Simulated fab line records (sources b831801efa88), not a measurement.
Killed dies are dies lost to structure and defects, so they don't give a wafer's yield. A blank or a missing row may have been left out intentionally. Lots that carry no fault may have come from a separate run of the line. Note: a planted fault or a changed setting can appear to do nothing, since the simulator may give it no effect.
fab line records -- flow sfq-line
record: lots: 5, wafers: 15, last-day: 83
route steps=325 shown L0V@17 M0@28 I0@43 M1@58 M8@325
lots with no fault: from the same line, run without faults
start-h: hours from the record's first day to the start of the lot's first wafer shown -- wait-h: hours elapsed since this lot's preceding step -- " as in the row above -- L1.1+2: a row that stands for several wafers -- - no value, or no start was given -- * or withheld: withheld -- < > ~ a bound
route shown NAME@n: a module of which the file shows steps, and the number in the route of the first -- usual: mean/standard deviation taken from wafers without a fault -- same: alike in all rows -- chamber/n: place in a boat -- sites: the reading at each site -- _std_site: standard deviation of those values -- _edge_site: inner sites' mean taken away from outer sites' mean -- radius-mm: for every site, how far away it sits from the centre of the wafer -- mask NAME#n: copy n -- behind: the tool/chamber that last shaped the wafer -- hold: what put the lot on hold/how long, in hours/how the hold closed -- device: the transistor (n, p or np) that didn't switch -- end of line: the tests these same wafers got at the end of their route -- step lacking rows: just its recipe -- killed: dies that structure and defects cost at the first sort, which is not the same as the wafer's yield -- map: a wafer's dies, x killed, . not, _ none there
set.NAME: the run value of the setting; set.NAME@STEP: its run value at that earlier step -- model.NAME: the simulator's own value behind a step, which no gauge read
certain route steps with their lots: each step a table, each wafer a row
services: a tool's chamber out of use, with start hour (start-h, from the record's first day; less than 0 if before it), hours out, and reason
== steps ==
step: SFQ_TRILAYER_L0_VIA_LITHO_COAT_018
recipe: resist: BARC, spin-rpm: 3000, resist-thk-nm: 62
step: SFQ_TRILAYER_L0_VIA_LITHO_COAT_013
recipe: resist: KrF, spin-rpm: 3000, resist-thk-nm: 650
step: SFQ_TRILAYER_L0_VIA_LITHO_SOFTBAKE_017
recipe: temp-c: withheld, time-s: withheld, resist: KrF
step: SFQ_TRILAYER_L0_VIA_LITHO_EXPOSE_014
recipe: mask-id: L0V, na: 0.6, source-shape: conventional, sigma-outer: 0.65, target-cd-nm: 700, dose-mj: 21.3
step: SFQ_TRILAYER_L0_VIA_LITHO_PEB_016
recipe: peb-temp-c: 115, peb-time-s: 60, resist: KrF
step: SFQ_TRILAYER_L0_VIA_LITHO_DEVELOP_015
recipe: time-s: 60, resist: KrF
step: SFQ_L0V_OVL_MEAS_903
usual: L0V_OVL: 1/4.3
lot.wafer,tool,chamber,start-h,wait-h,L0V_OVL[nm]
L483.1,overlay-02,-,176.91,0.1,2
L483.2,overlay-02,-,176.91,0.1,5
L483.6,overlay-02,-,176.91,0.1,-3
L488.1,overlay-01,-,214.57,0.1,-3
L488.4,overlay-01,-,214.57,0.1,1
L488.5,overlay-01,-,214.57,0.1,5
L493.1,overlay-02,-,239.77,0.1,8
L493.5,overlay-02,-,239.77,0.1,10
L493.6,overlay-02,-,239.77,0.1,-2
L497.1,overlay-02,-,257.30,0.1,0
L497.3,overlay-02,-,257.30,0.1,-2
L497.5,overlay-02,-,257.30,0.1,0
L503.2,overlay-02,-,299.31,0.1,5
L503.5,overlay-02,-,299.31,0.1,5
L503.6,overlay-02,-,299.31,0.1,3
step: SFQ_TRILAYER_L0_VIA_BARC_OPEN_VIA_ETCH_021
recipe: mask-material: PR, chemistry: O2, target-depth-nm: 125, target: BARC, source-w: 500, bias-w: 80, pressure-mtorr: 30, time-s: 41.7
usual: drypump-motor-current-A: 5.7/0.49, oes-product-au: 0.685/0.0051
lot.wafer,tool,chamber,start-h,wait-h,drypump-motor-current-A,oes-product-au,rf-hours-counter-h
L483.1,rie-diel-02,3,176.95,0.0,6.1,0.687,26
L483.2,rie-diel-02,2,176.95,0.0,5.2,0.681,154
L483.6,rie-diel-02,3,176.95,0.0,6.1,0.687,-
L488.1,rie-diel-04,3,214.60,0.0,5.6,0.694,2
L488.4,rie-diel-04,0,214.60,0.0,5.5,0.684,1
L488.5,rie-diel-04,3,214.60,0.0,5.6,0.691,-
L493.1,rie-diel-02,3,239.80,0.0,6.1,0.682,27
L493.5,rie-diel-02,3,239.80,0.0,6.2,0.689,-
L493.6,rie-diel-02,2,239.80,0.0,5.3,0.681,-
L497.1,rie-diel-03,1,257.34,0.0,5.6,0.681,78
L497.3,rie-diel-03,0,257.34,0.0,5.2,0.676,5
L497.5,rie-diel-03,0,257.34,0.0,5.2,0.692,-
L503.2,rie-diel-04,2,299.34,0.0,6.2,0.687,95
L503.5,rie-diel-04,0,299.34,0.0,5.5,0.694,-
L503.6,rie-diel-04,2,299.34,0.0,6.2,0.686,-
step: SFQ_TRILAYER_L0_VIA_ETCH_VIA_ETCH_016
recipe: target: SiO2, stop-on: MoNx_KI, mask-material: PR, chemistry: CHF3, target-depth-nm: 80, source-w: 500, bias-w: 80, pressure-mtorr: 30, time-s: withheld
usual: drypump-motor-current-A: 5.7/0.49, oes-product-au: 0.844/0.0073
lot.wafer,tool,chamber,start-h,wait-h,drypump-motor-current-A,oes-product-au
L483.1,rie-diel-02,3,176.99,0.0,6.2,0.835
L483.2,rie-diel-02,2,176.99,0.0,5.2,0.845
L483.6,rie-diel-02,3,176.99,0.0,6.2,0.858
L488.1,rie-diel-04,3,214.64,0.0,5.6,0.853
L488.4,rie-diel-04,0,214.64,0.0,5.4,0.852
L488.5,rie-diel-04,3,214.64,0.0,5.6,0.848
L493.1,rie-diel-02,3,239.84,0.0,6.1,0.841
L493.5,rie-diel-02,3,239.84,0.0,6.2,0.856
L493.6,rie-diel-02,2,239.84,0.0,5.2,0.850
L497.1,rie-diel-03,1,257.38,0.0,5.6,0.837
L497.3,rie-diel-03,0,257.38,0.0,5.2,0.839
L497.5,rie-diel-03,0,257.38,0.0,5.2,0.846
L503.2,rie-diel-04,2,299.38,0.0,6.2,0.831
L503.5,rie-diel-04,0,299.38,0.0,5.4,0.849
L503.6,rie-diel-04,2,299.38,0.0,6.2,0.842
step: SFQ_TRILAYER_L0_VIA_STRIP_STRIP_017
recipe: gas: O2, power-w: 200, platen-temp-c: 40, overash-fraction: 0.65, chemistry: O2, pressure-mtorr: 50
step: SFQ_TRILAYER_L0_VIA_STRIP_SOLV_CLEAN_018
recipe: chemistry: NMP, temp-c: 70, time-s: 600
step: SFQ_TRILAYER_M0_DEP_PRE_CLEAN_020
recipe: gas: Ar, time-s: 15, bias-v: 250
step: SFQ_TRILAYER_M0_DEP_SPUTTER_019
recipe: material: Nb, base-pressure-pa: 1.33e-06, chamber-pressure-pa: 0.1333, substrate-temp-c: 20, resputter-cathode-voltage-v: 400, target-thk-nm: 200, power-w: 2000, time-s: 133.3
usual: throttle-valve-pct: 30.2/0.93
lot.wafer,tool,chamber,start-h,wait-h,throttle-valve-pct,model.Nb_of_TRILAYER_M0_DEP_SPUTTER_019.thk-nm
L483.1,pvd-sputter-04,-,177.83,0.0,29.7,204
L483.2,pvd-sputter-04,-,177.83,0.0,29.2,201.9
L483.6,pvd-sputter-04,-,177.83,0.0,29.5,203.2
L488.1,pvd-sputter-05,-,215.51,0.0,31.1,196.5
L488.4,pvd-sputter-05,-,215.51,0.0,30.1,198.7
L488.5,pvd-sputter-05,-,215.51,0.0,29.3,198.5
L493.1,pvd-sputter-04,-,240.69,0.0,29.0,198
L493.5,pvd-sputter-04,-,240.69,0.0,29.3,197.1
L493.6,pvd-sputter-04,-,240.69,0.0,32.0,314.9
L497.1,pvd-sputter-03,-,258.84,0.0,30.6,197.5
L497.3,pvd-sputter-03,-,258.84,0.0,30.1,197.1
L497.5,pvd-sputter-03,-,258.84,0.0,31.4,194.2
L503.2,pvd-sputter-03,-,300.84,0.0,30.9,196.1
L503.5,pvd-sputter-03,-,300.84,0.0,30.5,197.4
L503.6,pvd-sputter-03,-,300.84,0.0,30.7,198.1
step: SFQ_M0_RS_MEAS_904
recipe: thk-meas-gauge: four-point-probe, reads: Nb_of_TRILAYER_M0_DEP_SPUTTER_019
usual: M0_NB_RS: 0.888/0.012
lot.wafer,tool,chamber,start-h,wait-h,M0_NB_RS[ohm/sq]
L483.1,film-metro-03,-,177.92,0.0,0.873
L483.2,film-metro-03,-,177.92,0.0,0.882
L483.6,film-metro-03,-,177.92,0.0,0.877
L488.1,film-metro-01,-,215.60,0.0,0.907
L488.4,film-metro-01,-,215.60,0.0,0.896
L488.5,film-metro-01,-,215.60,0.0,0.899
L493.1,film-metro-01,-,240.78,0.0,0.901
L493.5,film-metro-01,-,240.78,0.0,0.904
L493.6,film-metro-01,-,240.78,0.0,0.565
L497.1,film-metro-02,-,258.93,0.0,0.902
L497.3,film-metro-02,-,258.93,0.0,0.904
L497.5,film-metro-02,-,258.93,0.0,0.916
L503.2,film-metro-01,-,300.95,0.1,0.909
L503.5,film-metro-01,-,300.95,0.1,0.902
L503.6,film-metro-01,-,300.95,0.1,0.900
step: SFQ_TRILAYER_M0_LITHO_COAT_026
recipe: resist: BARC, spin-rpm: 3000, resist-thk-nm: 62
step: SFQ_TRILAYER_M0_LITHO_COAT_021
recipe: resist: KrF, spin-rpm: 3000, resist-thk-nm: 600
step: SFQ_TRILAYER_M0_LITHO_SOFTBAKE_025
recipe: temp-c: withheld, time-s: withheld, resist: KrF
step: SFQ_TRILAYER_M0_LITHO_EXPOSE_022
recipe: mask-id: M0, na: 0.6, source-shape: conventional, sigma-outer: 0.65, target-cd-nm: 500, dose-mj: 14.4
step: SFQ_TRILAYER_M0_LITHO_PEB_024
recipe: peb-temp-c: 115, peb-time-s: 60, resist: KrF
step: SFQ_TRILAYER_M0_LITHO_DEVELOP_023
recipe: time-s: 60, resist: KrF
step: SFQ_M0_OVL_MEAS_906
usual: M0_OVL: -1/5.9
lot.wafer,tool,chamber,start-h,wait-h,M0_OVL[nm]
L483.1,overlay-01,-,259.70,0.1,0
L483.2,overlay-01,-,259.70,0.1,3
L483.6,overlay-01,-,259.70,0.1,2
L488.1,overlay-01,-,296.90,0.1,-5
L488.4,overlay-01,-,296.90,0.1,-3
L488.5,overlay-01,-,296.90,0.1,-8
L493.1,overlay-01,-,338.95,0.1,-6
L493.5,overlay-01,-,338.95,0.1,-7
L493.6,overlay-01,-,338.95,0.1,-14
L497.1,overlay-02,-,369.08,0.1,-5
L497.3,overlay-02,-,369.08,0.1,1
L497.5,overlay-02,-,369.08,0.1,-1
L503.2,overlay-02,-,428.11,0.1,-4
L503.5,overlay-02,-,428.11,0.1,-4
L503.6,overlay-02,-,428.11,0.1,0
step: SFQ_TRILAYER_M0_BARC_OPEN_METAL_ETCH_031
recipe: mask-material: PR, chemistry: O2, target-depth-nm: 125, target: BARC, icp-w: 600, bias-w: 80, pressure-mtorr: 10, time-s: 41.7
step: SFQ_TRILAYER_M0_ETCH_METAL_ETCH_024
recipe: target: Nb, stop-on: SiO2, mask-material: PR, chemistry: Cl2/Ar, target-depth-nm: 240, icp-w: 600, bias-w: 80, pressure-mtorr: 10, time-s: 120
usual: drypump-motor-current-A: 5.9/0.57, oes-product-au: 0.896/0.008
lot.wafer,tool,chamber,start-h,wait-h,drypump-motor-current-A,oes-product-au,rf-hours-counter-h
L483.1,rie-metal-04,1,259.80,0.0,5.0,0.898,81
L483.2,rie-metal-04,0,259.80,0.0,6.2,0.908,121
L483.6,rie-metal-04,0,259.80,0.0,6.2,0.902,-
L488.1,rie-metal-04,0,297.00,0.0,6.1,0.897,127
L488.4,rie-metal-04,0,297.00,0.0,6.2,0.897,-
L488.5,rie-metal-04,1,297.00,0.0,5.0,0.886,-
L493.1,rie-metal-04,0,339.05,0.0,6.2,0.891,133
L493.5,rie-metal-04,0,339.05,0.0,6.2,0.894,-
L493.6,rie-metal-04,1,339.05,0.0,5.1,1.002,-
L497.1,rie-metal-04,0,369.17,0.0,6.2,0.887,137
L497.3,rie-metal-04,0,369.17,0.0,6.2,0.891,-
L497.5,rie-metal-04,0,369.17,0.0,6.2,0.875,-
L503.2,rie-metal-02,1,428.30,0.1,6.0,0.889,-
L503.5,rie-metal-02,1,428.30,0.1,6.0,0.893,-
L503.6,rie-metal-02,1,428.30,0.1,6.0,0.884,-
step: SFQ_TRILAYER_M0_STRIP_STRIP_025
recipe: gas: O2, power-w: 200, platen-temp-c: 40, overash-fraction: 0.65, chemistry: O2, pressure-mtorr: 50
step: SFQ_TRILAYER_M0_STRIP_SOLV_CLEAN_026
recipe: chemistry: NMP, temp-c: 70, time-s: 600
step: SFQ_TRILAYER_I0_DEP_PECVD_027
recipe: material: SiO2, temp-c: 150, time-s: 111.11, pressure-torr: 2.4, rf-w: 183.3, precursor: SiH4/N2O, target-thk-nm: 500
step: SFQ_TRILAYER_I0_CMP_CMP_028
recipe: material: SiO2, down-force-psi: 3, platen-rpm: 60, pad-velocity-m-s: 0.94248
step: SFQ_I0_BOW_MEAS_907
recipe: mode: bow
usual: I0_BOW: 3/6.3
lot.wafer,tool,chamber,start-h,wait-h,I0_BOW[um]
L483.1,film-metro-04,-,264.84,2.0,0
L483.2,film-metro-04,-,264.84,2.0,2
L483.6,film-metro-04,-,264.84,2.0,20
L488.1,film-metro-04,-,312.58,1.0,8
L488.4,film-metro-04,-,312.58,1.0,0
L488.5,film-metro-04,-,312.58,1.0,14
L493.1,film-metro-02,-,343.07,1.5,-9
L493.5,film-metro-02,-,343.07,1.5,-4
L493.6,film-metro-02,-,343.07,1.5,-2
L497.1,film-metro-02,-,373.15,1.0,-4
L497.3,film-metro-02,-,373.15,1.0,-7
L497.5,film-metro-02,-,373.15,1.0,-2
L503.2,film-metro-02,-,432.98,1.0,1
L503.5,film-metro-02,-,432.98,1.0,-1
L503.6,film-metro-02,-,432.98,1.0,5
step: SFQ_TRILAYER_I0_METRO_MEASURE_029
usual: thk-nm: 200.0/1.3
lot.wafer,tool,chamber,start-h,wait-h,thk-nm
L483.1,film-metro-04,-,264.96,0.1,200.1
L483.2,film-metro-04,-,264.96,0.1,200.6
L483.6,film-metro-04,-,264.96,0.1,202.0
L488.1,film-metro-04,-,312.70,0.1,199.5
L488.4,film-metro-04,-,312.70,0.1,198.4
L488.5,film-metro-04,-,312.70,0.1,199.3
L493.1,film-metro-02,-,343.19,0.1,200.1
L493.5,film-metro-02,-,343.19,0.1,197.8
L493.6,film-metro-02,-,343.19,0.1,200.2
L497.1,film-metro-02,-,373.27,0.1,203.3
L497.3,film-metro-02,-,373.27,0.1,200.0
L497.5,film-metro-02,-,373.27,0.1,201.5
L503.2,film-metro-02,-,433.28,0.3,198.8
L503.5,film-metro-02,-,433.28,0.3,199.6
L503.6,film-metro-02,-,433.28,0.3,200.0
step: SFQ_TRILAYER_I0_VIA_LITHO_COAT_036
recipe: resist: BARC, spin-rpm: 3000, resist-thk-nm: 62
step: SFQ_TRILAYER_I0_VIA_LITHO_COAT_031
recipe: resist: KrF, spin-rpm: 3000, resist-thk-nm: 650
step: SFQ_TRILAYER_I0_VIA_LITHO_SOFTBAKE_035
recipe: temp-c: withheld, time-s: withheld, resist: KrF
step: SFQ_TRILAYER_I0_VIA_LITHO_EXPOSE_032
recipe: mask-id: I0, na: 0.6, source-shape: conventional, sigma-outer: 0.65, target-cd-nm: 500, dose-mj: 21.3
step: SFQ_TRILAYER_I0_VIA_LITHO_PEB_034
recipe: peb-temp-c: 115, peb-time-s: 60, resist: KrF
step: SFQ_TRILAYER_I0_VIA_LITHO_DEVELOP_033
recipe: time-s: 60, resist: KrF
step: SFQ_I0_OVL_MEAS_908
usual: I0_OVL: -3/4.9
lot.wafer,tool,chamber,start-h,wait-h,I0_OVL[nm]
L483.1,overlay-02,-,376.79,0.1,-4
L483.2,overlay-02,-,376.79,0.1,3
L483.6,overlay-02,-,376.79,0.1,2
L488.1,overlay-02,-,442.50,0.1,-5
L488.4,overlay-02,-,442.50,0.1,-8
L488.5,overlay-02,-,442.50,0.1,-7
L493.1,overlay-02,-,491.75,0.1,-13
L493.5,overlay-02,-,491.75,0.1,-17
L493.6,overlay-02,-,491.75,0.1,-7
L497.1,overlay-01,-,523.08,0.1,8
L497.3,overlay-01,-,523.08,0.1,2
L497.5,overlay-01,-,523.08,0.1,0
L503.2,overlay-02,-,575.88,0.1,-10
L503.5,overlay-02,-,575.88,0.1,-10
L503.6,overlay-02,-,575.88,0.1,-12
step: SFQ_TRILAYER_I0_VIA_BARC_OPEN_VIA_ETCH_046
recipe: mask-material: PR, chemistry: O2, target-depth-nm: 125, target: BARC, source-w: 500, bias-w: 80, pressure-mtorr: 30, time-s: 41.7
usual: drypump-motor-current-A: 5.6/0.42, oes-product-au: 0.684/0.0047
lot.wafer,tool,chamber,start-h,wait-h,drypump-motor-current-A,oes-product-au,rf-hours-counter-h
L483.1,rie-diel-01,1,376.83,0.0,5.4,0.682,64
L483.2,rie-diel-01,0,376.83,0.0,5.4,0.693,96
L483.6,rie-diel-01,2,376.83,0.0,5.3,0.684,-
L488.1,rie-diel-01,3,442.54,0.0,6.2,0.688,1
L488.4,rie-diel-01,2,442.54,0.0,5.3,0.683,48
L488.5,rie-diel-01,0,442.54,0.0,5.5,0.674,-
L493.1,rie-diel-03,1,491.79,0.0,5.6,0.690,81
L493.5,rie-diel-03,1,491.79,0.0,5.6,0.681,-
L493.6,rie-diel-03,2,491.79,0.0,6.1,0.691,-
L497.1,rie-diel-03,0,523.11,0.0,5.2,0.682,9
L497.3,rie-diel-03,3,523.11,0.0,6.2,0.690,81
L497.5,rie-diel-03,1,523.11,0.0,5.6,0.679,-
L503.2,rie-diel-03,0,575.91,0.0,5.2,0.677,10
L503.5,rie-diel-03,3,575.91,0.0,6.3,0.685,-
L503.6,rie-diel-03,0,575.91,0.0,5.2,0.691,-
step: SFQ_TRILAYER_I0_VIA_ETCH_VIA_ETCH_034
recipe: target: SiO2, stop-on: Nb, mask-material: PR, taper-deg: 20, chemistry: CHF3, target-depth-nm: 260, source-w: 500, bias-w: 80, pressure-mtorr: 30, time-s: withheld
usual: drypump-motor-current-A: 5.6/0.43, oes-product-au: 0.855/0.0055
lot.wafer,tool,chamber,start-h,wait-h,drypump-motor-current-A,oes-product-au
L483.1,rie-diel-01,1,376.87,0.0,5.4,0.851
L483.2,rie-diel-01,0,376.87,0.0,5.5,0.855
L483.6,rie-diel-01,2,376.87,0.0,5.3,0.864
L488.1,rie-diel-01,3,442.58,0.0,6.3,0.844
L488.4,rie-diel-01,2,442.58,0.0,5.3,0.853
L488.5,rie-diel-01,0,442.58,0.0,5.5,0.854
L493.1,rie-diel-03,1,491.83,0.0,5.6,0.854
L493.5,rie-diel-03,1,491.83,0.0,5.6,0.844
L493.6,rie-diel-03,2,491.83,0.0,6.1,0.847
L497.1,rie-diel-03,0,523.15,0.0,5.2,0.861
L497.3,rie-diel-03,3,523.15,0.0,6.2,0.862
L497.5,rie-diel-03,1,523.15,0.0,5.6,0.864
L503.2,rie-diel-03,0,575.95,0.0,5.2,0.853
L503.5,rie-diel-03,3,575.95,0.0,6.2,0.851
L503.6,rie-diel-03,0,575.95,0.0,5.2,0.852
step: SFQ_TRILAYER_I0_VIA_STRIP_STRIP_035
recipe: gas: O2, power-w: 200, platen-temp-c: 40, overash-fraction: 0.65, chemistry: O2, pressure-mtorr: 50
step: SFQ_TRILAYER_I0_VIA_STRIP_SOLV_CLEAN_036
recipe: chemistry: NMP, temp-c: 70, time-s: 600
step: SFQ_TRILAYER_M1_DEP_PRE_CLEAN_038
recipe: gas: Ar, time-s: 22.5, bias-v: 250
step: SFQ_M8_BOW_MEAS_951
recipe: mode: bow
usual: M8_BOW: 10/11
lot.wafer,tool,chamber,start-h,wait-h,M8_BOW[um],model.etest.m0.comb-log10-ohm,model.etest.m0.ohm-sq
L483.1,film-metro-02,-,1818.10,0.0,26,12,0.8733
L483.2,film-metro-02,-,1818.10,0.0,28,12,0.8824
L483.6,film-metro-02,-,1818.10,0.0,46,12,0.8769
L488.1,film-metro-03,-,1836.23,0.0,18,12,0.9066
L488.4,film-metro-03,-,1836.23,0.0,9,12,0.8966
L488.5,film-metro-03,-,1836.23,0.0,23,12,0.8976
L493.1,film-metro-03,-,1886.68,0.0,-12,12,0.8996
L493.5,film-metro-03,-,1886.68,0.0,-6,12,0.9038
L493.6,film-metro-03,-,1886.68,0.0,-5,0,0.5658
L497.1,film-metro-03,-,1893.89,0.0,-3,12,0.9022
L497.3,film-metro-03,-,1893.89,0.0,-6,12,0.9038
L497.5,film-metro-03,-,1893.89,0.0,-2,12,0.9172
L503.2,film-metro-03,-,1986.40,0.0,2,12,0.9086
L503.5,film-metro-03,-,1986.40,0.0,1,12,0.9026
L503.6,film-metro-03,-,1986.40,0.0,8,12,0.8995
== services ==
tool,chamber,start-h,hours,kind
rie-diel-01,-,214.22,0.5,repair
rie-diel-01,0,234.82,2.0,repair
rie-diel-03,1,240.18,5.4,repair
rie-diel-02,-,247.11,0.3,repair
rie-diel-03,-,253.61,2.8,pm
rie-diel-01,1,257.30,61.2,repair
rie-diel-03,-,265.67,1.1,repair
rie-metal-04,-,275.47,2.8,pm
rie-diel-01,0,288.93,1.5,repair
rie-diel-04,3,297.95,3.9,repair
rie-diel-04,2,309.28,16.0,repair
rie-diel-04,0,311.15,5.1,repair
rie-diel-02,-,313.50,2.4,repair
rie-diel-02,2,316.93,13.1,repair
rie-diel-02,3,317.40,33.7,repair
rie-diel-03,-,379.60,0.2,repair
rie-diel-04,0,413.14,8.2,repair
rie-diel-04,2,419.55,2.5,repair
rie-diel-02,1,438.10,5.9,repair
rie-diel-01,0,460.26,3.2,repair
rie-diel-03,0,478.01,7.4,repair
rie-diel-03,3,487.07,5.4,repair
rie-diel-03,0,497.48,3.8,repair
rie-diel-03,1,530.73,2.5,repair
== key ==
first-sign: step: SFQ_M0_RS_MEAS_904, reading: M0_NB_RS, direction: down, sigmas: 27, usual: 0.888, struck: 0.565
effect: step: SFQ_TRILAYER_M0_ETCH_METAL_ETCH_024, reading: oes-product-au, direction: up, sigmas: 13, usual: 0.896, struck: 1.002
model-effect: step: SFQ_TRILAYER_M0_DEP_SPUTTER_019, value: Nb_of_TRILAYER_M0_DEP_SPUTTER_019.thk-nm, without: 198.6, struck: 314.9
model-effect: step: SFQ_M8_BOW_MEAS_951, value: etest.m0.comb-log10-ohm, without: 12, struck: 0
met-at SFQ_TRILAYER_M0_DEP_SPUTTER_019
struck-wafers L493.6
fault: kind: process-parameter-drift, tool: pvd-sputter-04, chamber: -, onset-h: 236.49, steps: SFQ_TRILAYER_M0_DEP_SPUTTER_019, channel: time-s, offset: *, shape: step, end-h: 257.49, acts-in: *, stated: *, scope: struck-wafers-only
